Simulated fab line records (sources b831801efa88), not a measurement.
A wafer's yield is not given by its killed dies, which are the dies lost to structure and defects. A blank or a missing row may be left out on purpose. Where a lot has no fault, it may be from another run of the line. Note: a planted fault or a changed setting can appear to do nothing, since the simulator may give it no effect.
fab line records	flow sky130
record: lots: 4	wafers: 12	last-day: 50
route steps=708 shown METAL1@442 VIA1@458 METAL2@483 PAD_OPEN@708
lots that met no fault: taken from a fault-free run of the same line
start-h: hours from the record's first day to the start of the lot's first wafer shown	wait-h: hours elapsed since this lot's preceding step	" identical to the entry in the row above	L1.1+2: one row covering several wafers at once	- no value present, or no start provided	* or withheld: withheld	< > ~ a bound
route shown NAME@n: a module of which the file shows steps, and the number in the route of the first	usual: the fault-free wafers' mean and standard deviation	same: alike in all rows	chamber/n: place in a boat	sites: per-site readings	_std_site: standard deviation of those values	_edge_site: mean of outer sites minus mean of inner sites	radius-mm: how far each site lies from the wafer's centre	mask NAME#n: copy n	behind: the most recent tool/chamber to have shaped the wafer	hold: why the lot was held/for how many hours/how that ended	device: which transistor (n, p or np) failed to switch	end of line: tests run on the same wafers once the route is complete	a step given without rows: its recipe and nothing more	killed: count of dies lost to structure and defects at first sort (not the wafer's yield)	map: shows each die of a wafer: x if killed, . if not, _ if none is there
set.NAME: the setting as run; set.NAME@STEP: as run at that earlier step	model.NAME: the simulator's own value behind a step, which no gauge read
lots seen at some steps along the route; tables by step, rows by wafer
== steps ==
step: SKY_METAL1_HMDS_08
recipe: prime-time-s: 60	prime-temp-c: 120
step: SKY_METAL1_COAT_09
recipe: resist: BARC	temp-c: withheld	time-s: withheld	spin-rpm: 3000	resist-thk-nm: 60
step: SKY_METAL1_COAT_10
recipe: resist: KrF-thick	spin-rpm: 3000	resist-thk-nm: 450
step: SKY_METAL1_SOFTBAKE_11
recipe: temp-c: 100	time-s: 90	resist: KrF-thick
step: SKY_METAL1_EXPOSE_12
recipe: mask-id: MM1	na: 0.8	source-shape: annular	sigma-inner: 0.55	sigma-outer: 0.85	target-cd-nm: 140	dose-mj: 28
step: SKY_METAL1_PEB_13
recipe: peb-temp-c: withheld	peb-time-s: withheld	resist: KrF-thick
step: SKY_METAL1_DEVELOP_14
recipe: develop-time-s: 60	resist: KrF-thick	dev-temp-c: 21
step: SKY_METAL1_DESCUM_17
recipe: chemistry: O2	source-power-w: 150	bias-power-w: 0	pressure-mtorr: 10	temp-c: 40	time-s: 8
step: SKY_METAL1_ETCH_18
recipe: chemistry: N2/H2	target: BARC	ion-energy-ev: 200	bias-w: 100	pressure-mtorr: 30	n2-flow-sccm: 100	h2-flow-sccm: 200	icp-w: 500	stop-on: SiO2	time-s: 45.9	target-depth-a: 600
step: SKY_METAL1_METAL_ETCH_19
recipe: target-depth-a: 3600	stop-on: SiO2	over-etch-frac: 0.3	time-s: 78	chemistry: Cl2/BCl3	resist-sidewall-deg: 88	pressure-mtorr: 10	icp-w: 900	bias-w: 48.5	Cl2_flow_sccm: 60	bcl3-flow-sccm: 30
step: SKY_METAL1_STRIP_20
recipe: chemistry: O2/N2	power-w: 1400	pressure-mtorr: 1500	platen-temp-c: withheld	o2-flow-sccm: 3000	n2-flow-sccm: 300	overash-fraction: 0.5
usual: drypump-motor-current-A: 5.6/0.51	o2-flow-sccm: 3000/8.1	oes-product-au: 0.343/0.0047	strip-time-to-endpoint-s: 2.70/0.037
lot.wafer	tool	chamber	start-h	wait-h	drypump-motor-current-A	o2-flow-sccm	oes-product-au	rf-hours-counter-h	strip-time-to-endpoint-s
L930.1	plasma-asher-04	1	812.60	0.1	6.4	3010	0.350	98	2.73
L930.2	"	0	"	"	5.0	2998	0.343	98	2.67
L930.4	"	0	"	"	5.0	3009	0.334	-	2.68
L931.2	plasma-asher-01	1	817.65	0.1	6.1	3007	0.343	38	2.77
L931.3	"	1	"	"	6.1	3007	0.339	-	2.73
L931.5	"	1	"	"	6.1	3014	0.349	-	2.68
L945.1	plasma-asher-01	1	918.35	0.1	6.1	3008	0.336	49	2.68
L945.5	"	1	"	"	6.1	2999	0.341	-	2.67
L945.6	"	0	"	"	5.0	2993	0.348	-	2.72
L947.1	plasma-asher-01	1	931.35	0.1	6.1	2988	0.336	51	2.65
L947.3	"	1	"	"	6.1	3004	0.338	-	2.64
L947.4	"	0	"	"	5.0	2985	0.342	-	2.70
step: SKY_METAL1_STRIP_21
recipe: chemistry: post-etch-residue-remover	time-s: 1200	temp-c: 72.5
step: SKY_METAL1_CLEAN_22
recipe: chemistry: IPA	time-s: 180	temp-c: 25
step: SKY_METAL1_CLEAN_23
recipe: chemistry: O3/DIW	dry: n2-spin
step: SKY_VIA1_HDPCVD_00
recipe: material: SiO2	target-thk-nm: 1030	sigma-open-frac: 0.3	time-s: 171.7	temp-c: 400	sih4-flow-sccm: 60	pressure-mtorr: 6
step: SKY_VIA1_CMP_02
recipe: material: SiO2	down-force-psi: 4	platen-rpm: 60	pad-velocity-m-s: 0.94248
step: SKY_VIA1_DEHYDRATE_04
recipe: temp-c: 200	time-s: 60
step: SKY_VIA1_HMDS_05
recipe: prime-time-s: 60	prime-temp-c: 120
step: SKY_VIA1_COAT_06
recipe: resist: BARC	temp-c: withheld	time-s: withheld	spin-rpm: 3000	resist-thk-nm: 60
step: SKY_VIA1_COAT_07
recipe: resist: KrF-thick	spin-rpm: 3000	resist-thk-nm: 450
step: SKY_VIA1_SOFTBAKE_08
recipe: temp-c: 100	time-s: 90	resist: KrF-thick
step: SKY_VIA1_EXPOSE_09
recipe: mask-id: VIM	na: 0.8	source-shape: annular	sigma-inner: 0.55	sigma-outer: 0.85	target-cd-nm: 150	dose-mj: 38
step: SKY_VIA1_PEB_10
recipe: peb-temp-c: withheld	peb-time-s: withheld	resist: KrF-thick
step: SKY_VIA1_DEVELOP_11
recipe: develop-time-s: 60	resist: KrF-thick	dev-temp-c: 21
step: SKY_VIA1_ETCH_14
recipe: chemistry: N2/H2	target: BARC	ion-energy-ev: 200	source-w: 500	bias-w: 100	pressure-mtorr: 30	n2-flow-sccm: 100	h2-flow-sccm: 200	stop-on: SiO2	time-s: 45.9	target-depth-a: 600
step: SKY_VIA1_ETCH_15
recipe: target: SiO2	chemistry: C4F8/O2/Ar	target-depth-nm: 351	stop-on: TiN	mask-material: KrF-thick	source-w: 1500	bias-w: 1200	pressure-mtorr: 40	c4f8-flow-sccm: withheld	O2_flow_sccm: 6	Ar_flow_sccm: 300	time-s: 54
step: SKY_VIA1_STRIP_16
recipe: chemistry: O2/N2	power-w: 1400	pressure-mtorr: 1500	platen-temp-c: withheld	o2-flow-sccm: 3000	n2-flow-sccm: 300	overash-fraction: 0.5
step: SKY_VIA1_STRIP_17
recipe: chemistry: post-etch-residue-remover	time-s: 1200	temp-c: 72.5
step: SKY_VIA1_CLEAN_18
recipe: chemistry: IPA	time-s: 180	temp-c: 25
step: SKY_VIA1_CLEAN_19
recipe: chemistry: O3/DIW	dry: n2-spin
step: SKY_VIA1_SPUTTER_20
recipe: material: TiN	target-thk-nm: 20	chamber-pressure-pa: 5	power-w: 4000	time-s: 80
step: SKY_VIA1_CVD_21
recipe: material: W	target-thk-nm: 270	time-s: 80.902	temp-c: 400	pressure-torr: 40
step: SKY_VIA1_CMP_24
recipe: stop-on: SiO2	t-overpolish-s: 15	down-force-psi: 3.5	platen-rpm: 60	target-thk-nm: 0	pad-velocity-m-s: 0.94248
step: SKY_METAL2_SPUTTER_00
recipe: material: Ti	target-thk-nm: 15	power-w: 3000	time-s: 10	chamber-pressure-pa: 0.4
step: SKY_PAD_OPEN_PROBE_99
usual: defect-limited-yield: 82.7/1.9	killed_at_M0_to_M3: 43/7.1	killed_at_M4_up: 3.2/1.9	killed-at-contacts: 23/5.1	killed-at-front-end: 15/4.5	killed-at-other: 0.4/0.65	killed-dies: 85/9.4	killed-open: 47/6.8	killed-short: 38/6.1	sort_bin_3_pad_short: 0.8/0.38	sort_bin_5_function: 10.3/1.5	sort_bin_6_memory: 6.2/1.1	sort-n-pass: 407/9.4	sort-yield-pct: 82.7/1.9
same: gross-dies: 492	killed-at-back-side: 0	sort_bin_4_leakage[%]: 0	sort_bin_8_speed[%]: 0
lot.wafer	tool	chamber	start-h	wait-h	defect-limited-yield[%]	killed_at_M0_to_M3	killed_at_M4_up	killed-at-contacts	killed-at-front-end	killed-at-other	killed-dies	killed-open	killed-short	sort_bin_3_pad_short[%]	sort_bin_5_function[%]	sort_bin_6_memory[%]	sort-n-pass	sort-yield-pct[%]	model.etest.tester.sort-n-pass	model.etest.tester.sort-yield-pct	model.etest.tester.sort_bin_5_pct	model.etest.tester.sort_bin_3_pct
L930.1	prober-02	-	1115.78	0.1	83.1	34	1	35	13	0	83	46	34	0.8	11.6	4.5	409	83.1	409	83.13	11.59	0.813
L930.2	prober-02	-	1115.83	0.1	82.3	52	1	20	14	0	87	50	33	1.0	10.4	6.3	405	82.3	405	82.32	10.37	1.016
L930.4	prober-02	-	1115.93	0.2	81.1	45	7	23	18	0	93	61	31	1.4	11.6	5.9	399	81.1	399	81.1	11.59	1.423
L945.1	prober-01	-	1189.73	0.1	75.0	84	6	12	20	1	123	33	40	2.8	16.9	5.3	369	75.0	369	75	16.87	2.846
L945.5	prober-01	-	1189.93	0.2	74.4	90	1	24	10	1	126	39	40	2.2	16.5	6.9	366	74.4	366	74.39	16.46	2.236
L945.6	prober-01	-	1189.98	0.2	82.1	32	2	33	20	1	88	48	39	1.0	10.0	6.9	404	82.1	404	82.11	9.959	1.016
L947.1	prober-01	-	1198.58	0.1	75.4	87	4	22	8	0	121	30	44	2.2	16.9	5.5	371	75.4	371	75.41	16.87	2.236
L947.3	prober-01	-	1198.68	0.2	76.2	82	1	20	14	0	117	33	33	2.6	15.7	5.5	375	76.2	375	76.22	15.65	2.642
L947.4	prober-01	-	1198.73	0.2	85.4	23	7	27	14	1	72	45	25	0.6	7.7	6.3	420	85.4	420	85.37	7.724	0.6098
killed by level:class
L930.1 LI_CONTACT:geometric-particle:open=11 CONTACT:geometric-particle:open=10 VIA3:geometric-particle:open=6 LI_CONTACT:geometric-particle:short=5 CONTACT:geometric-particle:short=5 VIA1:geometric-particle:short=5 METAL2:geometric-particle:short=5 POLY_GATE:geometric-particle:open=4
L930.2 VIA1:geometric-particle:open=14 METAL2:geometric-particle:short=8 CONTACT:geometric-particle:open=8 POLY_GATE:geometric-particle:open=6 LI_CONTACT:geometric-particle:open=5 VIA3:geometric-particle:open=5 VIA2:geometric-particle:open=4 VIA1:geometric-particle:short=4
L930.4 VIA1:geometric-particle:open=11 VIA2:geometric-particle:open=10 CONTACT:geometric-particle:open=9 VIA3:geometric-particle:open=7 LI_CONTACT:geometric-particle:open=6 VIA1:geometric-particle:short=6 FIELD_ISO:geometric-particle:open=5 POLY_GATE:geometric-particle:short=4
L945.1 METAL1:unspecified=50 METAL2:geometric-particle:short=7 VIA2:geometric-particle:open=6 POLY_GATE:geometric-particle:short=5 METAL4:geometric-particle:short=5 FIELD_ISO:geometric-particle:short=4 LI_CONTACT:geometric-particle:short=4 VIA1:geometric-particle:short=4
L945.5 METAL1:unspecified=47 VIA2:geometric-particle:open=12 LI_CONTACT:geometric-particle:open=11 VIA1:geometric-particle:open=8 CONTACT:geometric-particle:short=6 METAL2:geometric-particle:short=6 VIA3:geometric-particle:short=5 POLY_GATE:geometric-particle:short=4
L945.6 CONTACT:geometric-particle:open=13 LI_CONTACT:geometric-particle:open=7 CONTACT:geometric-particle:short=7 FIELD_ISO:geometric-particle:short=6 VIA3:geometric-particle:open=6 FIELD_ISO:geometric-particle:open=5 VIA1:geometric-particle:open=5 LOCAL_INTERCONNECT:geometric-particle:short=4
L947.1 METAL1:unspecified=47 METAL1:geometric-particle:short=9 VIA1:geometric-particle:short=9 VIA3:geometric-particle:open=8 LI_CONTACT:geometric-particle:open=7 LOCAL_INTERCONNECT:geometric-particle:short=6 CONTACT:geometric-particle:open=5 METAL2:geometric-particle:short=5
L947.3 METAL1:unspecified=49 VIA1:geometric-particle:open=12 LOCAL_INTERCONNECT:geometric-particle:short=7 LI_CONTACT:geometric-particle:open=5 CONTACT:geometric-particle:open=4 VIA1:geometric-particle:short=4 VIA3:geometric-particle:open=4 METAL2:geometric-particle:short=4
L947.4 CONTACT:geometric-particle:open=8 VIA1:geometric-particle:open=8 POLY_GATE:geometric-particle:open=6 CONTACT:geometric-particle:short=6 LI_CONTACT:geometric-particle:open=5 LI_CONTACT:geometric-particle:short=3 LOCAL_INTERCONNECT:geometric-particle:open=3 VIA2:geometric-particle:open=3
map L945.5 (x killed, . not)
__________x...x....._________
________.....x.....x.x_______
______...x.........x..xx_____
_____..x....x..x...x..x.x____
____x.x.....x.....x.......___
___x.x..x..x.....x.........__
__.x.x.............x........_
_............x..........x....
_.xx....x..................x.
_xxxx.x.x.......x..xx...x....
_xxxxxxx...x..x.x............
_xxxxxxxx..x.xx......x..xx...
_xxxxxxxxx.......x.....xx...x
_xxxxxxx........x..x.........
_.xxxx.x...x.....x..x.......x
__xx..xx...x.....xx........._
___x.x.x...........x.......__
____x........x..x.....x...___
_____x.....x....x........____
______...x..x..........._____
________.x..x..xx....x_______
__________..x..x..x._________
map L947.1 (x killed, . not)
__________...x......_________
________.x.....x...x.._______
______.......x...xx....._____
_____....xx......xx.x..x.____
____.................x..x.___
___.........x........x.....__
__......x..x...........xx..x_
_.....x................x..x..
_xxxx...xx...............x.x.
_xxxxx.x.....x.......x.......
_xxxxxxx.x..........x...x....
_xxxxxxxx..x...x......x......
_xxxxxxx......x......x.......
_xxxxxxx.x.x.x.............x.
_.xxxxx..x........x.....x....
__.xxx.x....x....x..x.....x._
___...x...xx....x....x..x..__
____...xx..x..............___
_____.....x...........x..____
______......x.x.x..x..x._____
________xx..........x._______
__________..x.x.x.x._________
== key ==
first-sign: step: SKY_PAD_OPEN_PROBE_99	reading: killed_at_M0_to_M3	direction: up	sigmas: 6	usual: 43	struck: 86
effect: step: SKY_PAD_OPEN_PROBE_99	reading: sort_bin_3_pad_short	direction: up	sigmas: 4.4	usual: 0.8	struck: 2.5
model-effect: step: SKY_PAD_OPEN_PROBE_99	value: etest.tester.sort-n-pass	without: 411.5	struck: 370.2
met-at SKY_METAL1_STRIP_20
struck-wafers L945.1,L945.5,L947.1,L947.3
onset-between 817.65 918.35
fault: kind: chamber-particle-source	tool: plasma-asher-01	chamber: 1	onset-h: 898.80	steps: SKY_METAL1_STRIP_20	rate-per-visit-cm2: 0.97281	end-h: 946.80
